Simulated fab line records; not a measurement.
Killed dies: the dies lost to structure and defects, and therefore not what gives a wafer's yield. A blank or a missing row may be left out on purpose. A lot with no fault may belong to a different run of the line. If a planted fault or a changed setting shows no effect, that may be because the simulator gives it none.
fab line records | flow sky130
[record] lots = 11 | wafers = 33 | last_day = 50
route steps=708 shown SONOS_ONO@183 POLY_GATE@204 RES_PROTECT@214 PAD_OPEN@708
lots with no fault: from the same line, run without faults
start_h: hours from the record's first day to the start of the lot's first wafer shown | wait_h: hours since the lot's step before | " unchanged from the row above | L1.1+2: one row covering several wafers at once | - no value present, or no start provided | * or withheld: withheld | < > ~ a bound
route shown NAME@n: NAME is a module with steps in the file, n the number in the route of the first one | usual: the fault-free wafers' mean and standard deviation | same: alike in all rows | chamber/n: place in a boat | sites: readings site by site | _std_site: the values' standard deviation | _edge_site: mean of outer sites minus mean of inner sites | radius_mm: how far each site lies from the wafer's centre | mask NAME#n: copy n | behind: the last tool/chamber to shape the wafer | hold: cause of the lot's hold/its duration in hours/its outcome | device: the transistor (n, p or np) that didn't switch | end of line: the route-end tests of the same wafers | a step without rows: its recipe alone | killed: count of dies lost to structure and defects at first sort (not the wafer's yield) | map: dies across one wafer; x = killed, . = not, _ = none there
set.NAME: setting as actually run; set.NAME@STEP: the setting as run at that earlier step | model.NAME: the simulator's own value behind a step, which no gauge read
steps of the route over a sample of lots; a table a step, a row a wafer
services: when a tool's chamber went out of use (start_h, in hours from the record's first day, below 0 if earlier), for how many hours, and the reason
[[steps]]
[step SKY_SONOS_ONO_ETCH_15]
[recipe] target_depth_nm = 19.52 | chemistry = CHF3/O2 | source_w = 600 | bias_w = 200 | pressure_mtorr = 40 | chf3_flow_sccm = 50 | O2_flow_sccm = 5 | time_s = 7.8
[usual] O2_flow_sccm = 4.999/0.014 | drypump_motor_current_A = 5.8/0.33 | oes_product_au = 1.003/0.01 | throttle_valve_pct = 8.824/0.0091
lot.wafer | tool        | chamber | start_h | wait_h | O2_flow_sccm | drypump_motor_current_A | oes_product_au | rf_hours_counter_h | throttle_valve_pct
L986.2    | rie_diel-04 | 3       | 280.89  | 0.0    | 4.997        | 6.0                     | 1.005          | 71                 | 8.826
L986.4    | "           | 1       | "       | "      | 4.975        | 6.0                     | 0.997          | 93                 | 8.822
L986.5    | "           | 2       | "       | "      | 5.009        | 5.2                     | 1.005          | -                  | 8.841
L987.1    | rie_diel-04 | 0       | 287.74  | 0.0    | 4.986        | 6.1                     | 1.005          | 10                 | 8.822
L987.2    | "           | 1       | "       | "      | 5.020        | 6.0                     | 0.993          | 93                 | 8.814
L987.4    | "           | 3       | "       | "      | 5.008        | 6.0                     | 1.005          | 71                 | 8.813
L988.1    | rie_diel-01 | 3       | 302.30  | 0.0    | 4.978        | 6.1                     | 1.016          | 3                  | 8.818
L988.2    | "           | 1       | "       | "      | 5.022        | 6.1                     | 0.994          | 52                 | 8.833
L988.5    | "           | 0       | "       | "      | 4.984        | 5.6                     | 1.022          | -                  | 8.825
L989.1    | rie_diel-03 | 3       | 303.44  | 0.0    | 4.999        | 6.0                     | 0.998          | 0                  | 8.828
L989.3    | "           | 2       | "       | "      | 5.011        | 5.1                     | 1.012          | 81                 | 8.836
L989.4    | "           | 3       | "       | "      | 4.998        | 6.0                     | 0.994          | -                  | 8.818
L991.1    | rie_diel-03 | 1       | 317.74  | 0.0    | 4.996        | 5.8                     | 0.993          | 2                  | 8.836
L991.3    | "           | 0       | "       | "      | 5.006        | 6.1                     | 0.984          | 0                  | 8.839
L991.6    | "           | 3       | "       | "      | 5.018        | 6.0                     | 1.005          | -                  | 8.818
L994.1    | rie_diel-03 | 3       | 349.15  | 0.0    | 4.978        | 6.0                     | 1.015          | 1                  | 8.851
L994.4    | "           | 2       | "       | "      | 5.023        | 5.2                     | 1.005          | 82                 | 8.832
L994.6    | "           | 0       | "       | "      | 4.989        | 6.1                     | 1.012          | -                  | 8.826
L996.2    | rie_diel-01 | 1       | 371.14  | 0.0    | 4.991        | 6.1                     | 1.010          | 53                 | 8.806
L996.3    | "           | 3       | "       | "      | 5.000        | 6.1                     | 1.008          | 4                  | 8.834
L996.5    | "           | 3       | "       | "      | 4.997        | 6.1                     | 1.003          | -                  | 8.831
L999.2    | rie_diel-01 | 3       | 392.29  | 0.0    | 5.008        | 6.1                     | 1.005          | 5                  | 8.831
L999.4    | "           | 1       | "       | "      | 5.003        | 6.1                     | 0.997          | 54                 | 8.810
L999.5    | "           | 0       | "       | "      | 4.981        | 5.6                     | 0.993          | -                  | 8.836
L100.1    | rie_diel-01 | 1       | 399.34  | 0.0    | 5.009        | 6.1                     | 1.001          | 54                 | 8.821
L100.2    | "           | 2       | "       | "      | 5.007        | 5.8                     | 1.013          | 86                 | 8.826
L100.4    | "           | 3       | "       | "      | 4.997        | 6.1                     | 1.020          | 5                  | 8.836
L101.1    | rie_diel-03 | 0       | 407.45  | 0.0    | 5.010        | 6.1                     | 1.017          | 2                  | 8.830
L101.2    | "           | 2       | "       | "      | 4.992        | 5.2                     | 1.001          | 83                 | 8.815
L101.3    | "           | 3       | "       | "      | 4.988        | 6.0                     | 1.001          | 2                  | 8.810
L109.1    | rie_diel-04 | 2       | 477.14  | 0.0    | 5.008        | 5.2                     | 0.996          | 78                 | 8.845
L109.3    | "           | 0       | "       | "      | 4.991        | 6.1                     | 1.003          | 14                 | 8.820
L109.4    | "           | 3       | "       | "      | 4.981        | 6.0                     | 1.004          | -                  | 8.825
[step SKY_POLY_GATE_CVD_00]
[recipe] material = poly-Si | target_thk_nm = 180 | temp_c = 620 | time_s = 720 | pressure_mtorr = 200
[usual] spike_tc_lower_C = 621.5/0.96 | susceptor_temp_C = 620.04/0.27 | zone_power_lower_pct = 9.2/0.54
lot.wafer | tool     | chamber | start_h | wait_h | spike_tc_lower_C | susceptor_temp_C | zone_power_lower_pct
L986.2    | lpcvd-01 | 1       | 311.75  | 0.0    | 621.2            | 620.25           | 8.4
L986.4    | "        | 1       | "       | "      | 621.9            | 620.21           | 8.4
L986.5    | "        | 1       | "       | "      | 621.4            | 620.03           | 8.5
L987.1    | lpcvd-01 | 1       | 319.14  | 0.0    | 621.5            | 619.48           | 8.4
L987.2    | "        | 1       | "       | "      | 621.7            | 619.70           | 8.6
L987.4    | "        | 1       | "       | "      | 619.9            | 619.80           | 8.5
L988.1    | lpcvd-01 | 0       | 333.78  | 0.0    | 621.5            | 619.84           | 9.5
L988.2    | "        | 0       | "       | "      | 620.0            | 619.64           | 9.6
L988.5    | "        | 0       | "       | "      | 622.2            | 619.80           | 9.6
L989.1    | lpcvd-01 | 0       | 333.78  | 0.0    | 622.8            | 620.53           | 9.5
L989.3    | "        | 0       | "       | "      | 620.7            | 620.21           | 9.5
L989.4    | "        | 0       | "       | "      | 619.4            | 620.05           | 9.6
L991.1    | lpcvd-01 | 0       | 349.75  | 0.0    | 623.4            | 620.20           | 9.6
L991.3    | "        | 0       | "       | "      | 623.3            | 619.78           | 9.6
L991.6    | "        | 0       | "       | "      | 621.5            | 620.06           | 9.4
L994.1    | lpcvd-01 | 1       | 386.51  | 3.7    | 621.9            | 620.59           | 8.5
L994.4    | "        | 1       | "       | "      | 622.9            | 620.26           | 8.3
L994.6    | "        | 1       | "       | "      | 623.1            | 620.15           | 8.4
L996.2    | lpcvd-01 | 1       | 407.25  | 0.0    | 622.4            | 620.16           | 8.4
L996.3    | "        | 1       | "       | "      | 621.2            | 620.39           | 8.5
L996.5    | "        | 1       | "       | "      | 621.2            | 620.65           | 8.5
L999.2    | lpcvd-01 | 0       | 429.11  | 0.0    | 619.8            | 620.33           | 9.7
L999.4    | "        | 0       | "       | "      | 620.0            | 620.18           | 9.5
L999.5    | "        | 0       | "       | "      | 624.2            | 620.43           | 9.7
L100.1    | lpcvd-01 | 0       | 433.87  | 0.0    | 621.1            | 620.16           | 9.7
L100.2    | "        | 0       | "       | "      | 621.1            | 619.61           | 9.4
L100.4    | "        | 0       | "       | "      | 622.1            | 620.16           | 9.6
L101.1    | lpcvd-01 | 1       | 442.61  | 0.0    | 620.6            | 619.83           | 8.4
L101.2    | "        | 1       | "       | "      | 622.4            | 619.76           | 8.3
L101.3    | "        | 1       | "       | "      | 621.4            | 620.33           | 8.5
L109.1    | lpcvd-01 | 0       | 515.02  | 0.0    | 620.0            | 620.14           | 9.6
L109.3    | "        | 0       | "       | "      | 621.1            | 620.25           | 9.6
L109.4    | "        | 0       | "       | "      | 621.3            | 620.28           | 9.6
[step SKY_POLY_GATE_THK_MEAS_01]
[recipe] reads = poly-Si_of_POLY_GATE_CVD_00
[usual] POLY_GATE_CVD_00_THK = 179.8/1.9
lot.wafer | tool          | chamber | start_h | wait_h | POLY_GATE_CVD_00_THK[nm]
L986.2    | film_metro-03 | -       | 312.96  | 0.0    | 179.2
L986.4    | "             | -       | "       | "      | 178.3
L986.5    | "             | -       | "       | "      | 178.0
L987.1    | film_metro-03 | -       | 320.34  | 0.0    | 177.8
L987.2    | "             | -       | "       | "      | 177.7
L987.4    | "             | -       | "       | "      | 177.4
L988.1    | film_metro-01 | -       | 334.98  | 0.0    | 182.1
L988.2    | "             | -       | "       | "      | 182.8
L988.5    | "             | -       | "       | "      | 182.6
L989.1    | film_metro-02 | -       | 334.98  | 0.0    | 180.7
L989.3    | "             | -       | "       | "      | 180.3
L989.4    | "             | -       | "       | "      | 180.2
L991.1    | film_metro-02 | -       | 351.55  | 0.0    | 180.1
L991.3    | "             | -       | "       | "      | 182.0
L991.6    | "             | -       | "       | "      | 180.8
L994.1    | film_metro-02 | -       | 387.71  | 0.0    | 177.5
L994.4    | "             | -       | "       | "      | 176.6
L994.6    | "             | -       | "       | "      | 178.3
L996.2    | film_metro-03 | -       | 408.46  | 0.0    | 178.5
L996.3    | "             | -       | "       | "      | 179.1
L996.5    | "             | -       | "       | "      | 179.3
L999.2    | film_metro-03 | -       | 430.32  | 0.0    | 191.5
L999.4    | "             | -       | "       | "      | 189.5
L999.5    | "             | -       | "       | "      | 190.6
L100.1    | film_metro-01 | -       | 435.07  | 0.0    | 188.6
L100.2    | "             | -       | "       | "      | 187.7
L100.4    | "             | -       | "       | "      | 187.0
L101.1    | film_metro-01 | -       | 443.81  | 0.0    | 190.0
L101.2    | "             | -       | "       | "      | 188.6
L101.3    | "             | -       | "       | "      | 189.7
L109.1    | film_metro-02 | -       | 516.22  | 0.0    | 181.3
L109.3    | "             | -       | "       | "      | 182.3
L109.4    | "             | -       | "       | "      | 183.0
[step SKY_RES_PROTECT_STRIP_07]
[recipe] chemistry = O2/N2 | power_w = 1400 | pressure_mtorr = 1500 | platen_temp_c = withheld | o2_flow_sccm = 3000 | n2_flow_sccm = 300 | overash_fraction = 0.5
[usual] drypump_motor_current_A = 5.5/0.3 | o2_flow_sccm = 2999/9.1 | oes_product_au = 0.518/0.005 | strip_time_to_endpoint_s = 23.29/0.052
lot.wafer | tool            | chamber | start_h | wait_h | drypump_motor_current_A | o2_flow_sccm | oes_product_au | rf_hours_counter_h | strip_time_to_endpoint_s
L986.2    | plasma_asher-01 | 0       | 339.29  | 0.1    | 5.9                     | 3004         | 0.514          | 64                 | 23.23
L986.4    | "               | 1       | "       | "      | 5.6                     | 2993         | 0.515          | -                  | 23.27
L986.5    | "               | 1       | "       | "      | 5.7                     | 3000         | 0.522          | -                  | 23.25
L987.1    | plasma_asher-01 | 0       | 347.38  | 0.1    | 5.8                     | 3001         | 0.521          | 65                 | 23.26
L987.2    | "               | 1       | "       | "      | 5.6                     | 2997         | 0.521          | 65                 | 23.25
L987.4    | "               | 1       | "       | "      | 5.6                     | 3008         | 0.511          | -                  | 23.24
L988.1    | plasma_asher-04 | 0       | 361.74  | 0.1    | 4.7                     | 2991         | 0.519          | 54                 | 23.27
L988.2    | "               | 1       | "       | "      | 5.4                     | 2979         | 0.515          | 54                 | 23.22
L988.5    | "               | 1       | "       | "      | 5.4                     | 2991         | 0.520          | -                  | 23.26
L989.1    | plasma_asher-03 | 1       | 361.93  | 0.1    | 5.5                     | 2995         | 0.526          | 24                 | 23.19
L989.3    | "               | 1       | "       | "      | 5.5                     | 3009         | 0.514          | -                  | 23.25
L989.4    | "               | 0       | "       | "      | 5.6                     | 3005         | 0.516          | -                  | 23.21
L991.1    | plasma_asher-04 | 1       | 379.73  | 0.1    | 5.4                     | 2999         | 0.512          | 56                 | 23.30
L991.3    | "               | 0       | "       | "      | 4.7                     | 2984         | 0.514          | -                  | 23.33
L991.6    | "               | 0       | "       | "      | 4.7                     | 2991         | 0.518          | -                  | 23.37
L994.1    | plasma_asher-03 | 0       | 416.83  | 0.1    | 5.6                     | 2991         | 0.527          | 29                 | 23.24
L994.4    | "               | 0       | "       | "      | 5.6                     | 3002         | 0.521          | -                  | 23.22
L994.6    | "               | 0       | "       | "      | 5.6                     | 2998         | 0.519          | -                  | 23.25
L996.2    | plasma_asher-01 | 0       | 437.68  | 0.1    | 5.8                     | 3001         | 0.508          | 74                 | 23.22
L996.3    | "               | 0       | "       | "      | 5.9                     | 2999         | 0.525          | -                  | 23.20
L996.5    | "               | 0       | "       | "      | 5.9                     | 2995         | 0.515          | -                  | 23.20
L999.2    | plasma_asher-03 | 1       | 461.24  | 0.1    | 5.5                     | 3024         | 0.523          | 34                 | 23.25
L999.4    | "               | 1       | "       | "      | 5.5                     | 3019         | 0.515          | -                  | 23.23
L999.5    | "               | 0       | "       | "      | 5.6                     | 3001         | 0.521          | -                  | 23.26
L100.1    | plasma_asher-03 | 0       | 465.84  | 0.1    | 5.6                     | 2995         | 0.516          | 34                 | 23.32
L100.2    | "               | 1       | "       | "      | 5.5                     | 2991         | 0.523          | 34                 | 23.29
L100.4    | "               | 1       | "       | "      | 5.5                     | 2987         | 0.520          | -                  | 23.23
L101.1    | plasma_asher-03 | 1       | 474.13  | 0.1    | 5.5                     | 3015         | 0.510          | 35                 | 23.38
L101.2    | "               | 0       | "       | "      | 5.6                     | 2999         | 0.522          | 35                 | 23.31
L101.3    | "               | 0       | "       | "      | 5.6                     | 2991         | 0.507          | -                  | 23.40
L109.1    | plasma_asher-04 | 1       | 546.48  | 0.1    | 5.4                     | 3001         | 0.522          | 73                 | 23.33
L109.3    | "               | 0       | "       | "      | 4.8                     | 2991         | 0.519          | -                  | 23.27
L109.4    | "               | 1       | "       | "      | 5.4                     | 2996         | 0.527          | -                  | 23.34
[step SKY_POLY_GATE_ETCH_15]
[recipe] chemistry = N2/H2 | target = BARC | ion_energy_ev = 200 | source_w = 500 | bias_w = 100 | pressure_mtorr = 30 | n2_flow_sccm = 100 | h2_flow_sccm = 200 | stop_on = SiO2 | time_s = 118.5 | target_depth_a = 1100
[usual] drypump_motor_current_A = 5.7/0.33 | oes_product_au = 0.716/0.0048 | throttle_valve_pct = 13.211/0.0087
lot.wafer | tool        | chamber | start_h | wait_h | drypump_motor_current_A | oes_product_au | rf_hours_counter_h | throttle_valve_pct
L986.2    | rie_diel-04 | 2       | 370.19  | 0.0    | 5.2                     | 0.716          | 76                 | 13.224
L986.4    | "           | 0       | "       | "      | 6.2                     | 0.724          | 11                 | 13.233
L986.5    | "           | 0       | "       | "      | 6.2                     | 0.725          | -                  | 13.219
L987.1    | rie_diel-02 | 1       | 378.30  | 0.0    | 5.7                     | 0.719          | 4                  | 13.213
L987.2    | "           | 2       | "       | "      | 5.3                     | 0.724          | 61                 | 13.213
L987.4    | "           | 0       | "       | "      | 5.4                     | 0.715          | 7                  | 13.200
L988.1    | rie_diel-04 | 0       | 391.80  | 0.0    | 6.2                     | 0.713          | 12                 | 13.214
L988.2    | "           | 2       | "       | "      | 5.2                     | 0.717          | 77                 | 13.221
L988.5    | "           | 3       | "       | "      | 6.0                     | 0.715          | -                  | 13.209
L989.1    | rie_diel-02 | 2       | 393.90  | 0.0    | 5.3                     | 0.715          | 62                 | 13.211
L989.3    | "           | 1       | "       | "      | 5.7                     | 0.722          | 4                  | 13.214
L989.4    | "           | 3       | "       | "      | 5.5                     | 0.714          | 41                 | 13.210
L991.1    | rie_diel-02 | 1       | 410.15  | 0.0    | 5.8                     | 0.718          | 4                  | 13.211
L991.3    | "           | 3       | "       | "      | 5.5                     | 0.708          | 41                 | 13.202
L991.6    | "           | 1       | "       | "      | 5.8                     | 0.709          | -                  | 13.223
L994.1    | rie_diel-03 | 0       | 448.79  | 0.0    | 6.1                     | 0.715          | 2                  | 13.209
L994.4    | "           | 3       | "       | "      | 6.0                     | 0.717          | 3                  | 13.222
L994.6    | "           | 1       | "       | "      | 5.8                     | 0.728          | -                  | 13.223
L996.2    | rie_diel-04 | 3       | 470.20  | 0.0    | 6.0                     | 0.715          | 74                 | 13.208
L996.3    | "           | 0       | "       | "      | 6.2                     | 0.720          | 13                 | 13.217
L996.5    | "           | 2       | "       | "      | 5.2                     | 0.716          | -                  | 13.199
L999.2    | rie_diel-04 | 0       | 494.00  | 0.0    | 6.2                     | 0.718          | 14                 | 13.207
L999.4    | "           | 1       | "       | "      | 6.0                     | 0.708          | 0                  | 13.208
L999.5    | "           | 2       | "       | "      | 5.2                     | 0.719          | -                  | 13.209
L100.1    | rie_diel-02 | 3       | 497.70  | 0.0    | 5.5                     | 0.724          | 43                 | 13.217
L100.2    | "           | 2       | "       | "      | 5.3                     | 0.718          | 64                 | 13.224
L100.4    | "           | 0       | "       | "      | 5.4                     | 0.716          | 10                 | 13.209
L101.1    | rie_diel-03 | 0       | 507.25  | 0.0    | 6.1                     | 0.719          | 4                  | 13.226
L101.2    | "           | 1       | "       | "      | 5.8                     | 0.717          | 6                  | 13.205
L101.3    | "           | 3       | "       | "      | 6.0                     | 0.714          | 4                  | 13.208
L109.1    | rie_diel-04 | 1       | 577.79  | 0.0    | 6.0                     | 0.722          | 2                  | 13.219
L109.3    | "           | 2       | "       | "      | 5.2                     | 0.719          | 0                  | 13.204
L109.4    | "           | 0       | "       | "      | 6.2                     | 0.719          | -                  | 13.207
[step SKY_PAD_OPEN_PROBE_99]
[usual] killed_at_M0_to_M3 = 42/7.6 | killed_at_M4_up = 2.9/1.7 | killed_at_contacts = 24/5.1 | killed_at_front_end = 15/4 | killed_at_other = 0.2/0.38 | killed_dies = 84/9.9 | killed_open = 46/7.2 | killed_short = 38/6.6
[same] gross_dies = 492 | killed_at_back_side = 0
lot.wafer | tool      | chamber | start_h | wait_h | killed_at_M0_to_M3 | killed_at_M4_up | killed_at_contacts | killed_at_front_end | killed_at_other | killed_dies | killed_open | killed_short
L996.2    | prober-02 | -       | 1141.96 | 0.1    | 50                 | 3               | 37                 | 13                  | 0               | 103         | 58          | 45
L996.3    | prober-02 | -       | 1142.01 | 0.2    | 30                 | 1               | 24                 | 10                  | 0               | 65          | 40          | 25
L996.5    | prober-02 | -       | 1142.11 | 0.2    | 50                 | 4               | 23                 | 12                  | 0               | 89          | 60          | 29
L999.2    | prober-01 | -       | 1156.75 | 0.1    | 34                 | 1               | 25                 | 14                  | 1               | 75          | 40          | 35
L999.4    | prober-01 | -       | 1156.85 | 0.2    | 43                 | 5               | 29                 | 16                  | 0               | 93          | 52          | 41
L999.5    | prober-01 | -       | 1156.90 | 0.2    | 34                 | 2               | 27                 | 15                  | 0               | 78          | 40          | 38
L101.1    | prober-01 | -       | 1165.40 | 0.1    | 42                 | 4               | 16                 | 15                  | 0               | 77          | 44          | 33
L101.2    | prober-01 | -       | 1165.45 | 0.1    | 33                 | 3               | 23                 | 17                  | 0               | 76          | 37          | 39
L101.3    | prober-01 | -       | 1165.50 | 0.2    | 47                 | 4               | 25                 | 20                  | 0               | 96          | 48          | 48
// killed by level:class
L996.2 CONTACT:geometric_particle:open=18 VIA2:geometric_particle:open=10 LI_CONTACT:geometric_particle:open=8 VIA1:geometric_particle:open=8 VIA1:geometric_particle:short=8 METAL2:geometric_particle:short=7 METAL1:geometric_particle:short=6 LI_CONTACT:geometric_particle:short=4
L996.3 CONTACT:geometric_particle:open=9 VIA1:geometric_particle:open=8 LI_CONTACT:geometric_particle:open=5 VIA3:geometric_particle:open=5 POLY_GATE:geometric_particle:short=4 CONTACT:geometric_particle:short=4 LOCAL_INTERCONNECT:geometric_particle:short=3 METAL1:geometric_particle:short=3
L996.5 VIA1:geometric_particle:open=13 CONTACT:geometric_particle:open=9 VIA2:geometric_particle:open=8 VIA3:geometric_particle:open=8 POLY_GATE:geometric_particle:open=6 LI_CONTACT:geometric_particle:open=5 CONTACT:geometric_particle:short=5 METAL1:geometric_particle:short=5
L999.2 CONTACT:geometric_particle:open=8 FIELD_ISO:geometric_particle:short=6 LI_CONTACT:geometric_particle:open=6 VIA1:geometric_particle:open=6 METAL1:geometric_particle:short=5 FIELD_ISO:geometric_particle:open=4 LOCAL_INTERCONNECT:geometric_particle:open=4 VIA2:geometric_particle:open=4
L999.4 CONTACT:geometric_particle:open=12 VIA2:geometric_particle:open=10 VIA1:geometric_particle:open=8 LI_CONTACT:geometric_particle:open=6 FIELD_ISO:geometric_particle:short=5 CONTACT:geometric_particle:short=5 LI_CONTACT:geometric_particle:short=5 METAL4:geometric_particle:short=4
L999.5 CONTACT:geometric_particle:short=10 VIA2:geometric_particle:open=9 CONTACT:geometric_particle:open=6 VIA1:geometric_particle:open=6 FIELD_ISO:geometric_particle:short=5 LI_CONTACT:geometric_particle:open=5 LI_CONTACT:geometric_particle:short=5 METAL1:geometric_particle:short=5
L101.1 VIA2:geometric_particle:open=13 VIA1:geometric_particle:open=12 FIELD_ISO:geometric_particle:open=6 CONTACT:geometric_particle:short=6 CONTACT:geometric_particle:open=4 METAL2:geometric_particle:short=4 VIA2:geometric_particle:short=4 FIELD_ISO:geometric_particle:short=3
L101.2 CONTACT:geometric_particle:short=9 VIA1:geometric_particle:open=8 CONTACT:geometric_particle:open=6 METAL1:geometric_particle:short=5 POLY_GATE:geometric_particle:short=4 LI_CONTACT:geometric_particle:open=4 METAL1:geometric_particle:open=4 SPACER:geometric_particle:open=3
L101.3 VIA1:geometric_particle:open=11 METAL1:geometric_particle:short=9 LI_CONTACT:geometric_particle:open=8 POLY_GATE:geometric_particle:short=7 VIA2:geometric_particle:open=7 LOCAL_INTERCONNECT:geometric_particle:short=6 CONTACT:geometric_particle:open=6 METAL3:geometric_particle:short=6
[[services]]
tool            | chamber | start_h | hours | kind
rie_diel-01     | 3       | 265.13  | 12.0  | repair
rie_diel-04     | -       | 271.00  | 0.3   | repair
rie_diel-02     | -       | 271.80  | 0.4   | repair
lpcvd-01        | -       | 272.70  | 2.8   | pm
rie_diel-03     | 3       | 290.79  | 7.9   | repair
rie_diel-02     | 2       | 305.37  | 4.0   | repair
rie_diel-04     | -       | 307.57  | 2.8   | pm
rie_diel-04     | -       | 322.78  | 0.3   | repair
rie_diel-01     | 2       | 323.57  | 4.1   | repair
rie_diel-04     | 2       | 331.58  | 5.1   | repair
rie_diel-04     | 3       | 344.46  | 13.3  | repair
rie_diel-02     | 2       | 344.80  | 3.7   | repair
rie_diel-03     | -       | 362.76  | 2.8   | pm
rie_diel-03     | 0       | 369.77  | 12.2  | repair
lpcvd-01        | -       | 380.40  | 6.1   | pm
plasma_asher-04 | -       | 385.03  | 4.6   | repair
rie_diel-01     | -       | 397.78  | 0.3   | repair
lpcvd-01        | -       | 408.47  | 0.8   | repair
rie_diel-01     | 0       | 467.84  | 18.3  | repair
plasma_asher-01 | -       | 484.61  | 20.1  | repair
rie_diel-02     | -       | 485.71  | 2.8   | pm
rie_diel-03     | 2       | 501.74  | 11.9  | repair
rie_diel-01     | 0       | 506.39  | 4.7   | repair
rie_diel-02     | 2       | 509.10  | 4.4   | repair
[[key]]
[first_sign] step = SKY_POLY_GATE_THK_MEAS_01 | reading = POLY_GATE_CVD_00_THK | direction = up | sigmas = 4.9 | usual = 179.8 | struck = 189.2
effect none on later readings
met_at SKY_POLY_GATE_CVD_00
struck_lots L999,L100,L101
tester_left_out L999,L100,L101
not_acting_at SKY_SONOS_ONO_ETCH_15,SKY_RES_PROTECT_STRIP_07,SKY_POLY_GATE_ETCH_15
onset_between 407.25 429.11
[fault] kind = process_parameter_drift | tool = lpcvd-01 | chamber = - | onset_h = 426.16 | steps = SKY_POLY_GATE_CVD_00 | channel = target_thk_nm | offset = 8.466 | shape = step | end_h = 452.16 | stated = 180
// tester_left_out: of these lots the tester's yield and bins aren't shown, on N5 and GAA mostly nor the transistor test; their killed dies are dies lost to structure and defects alone, not to doping, threshold or leakage, so they don't give the yield
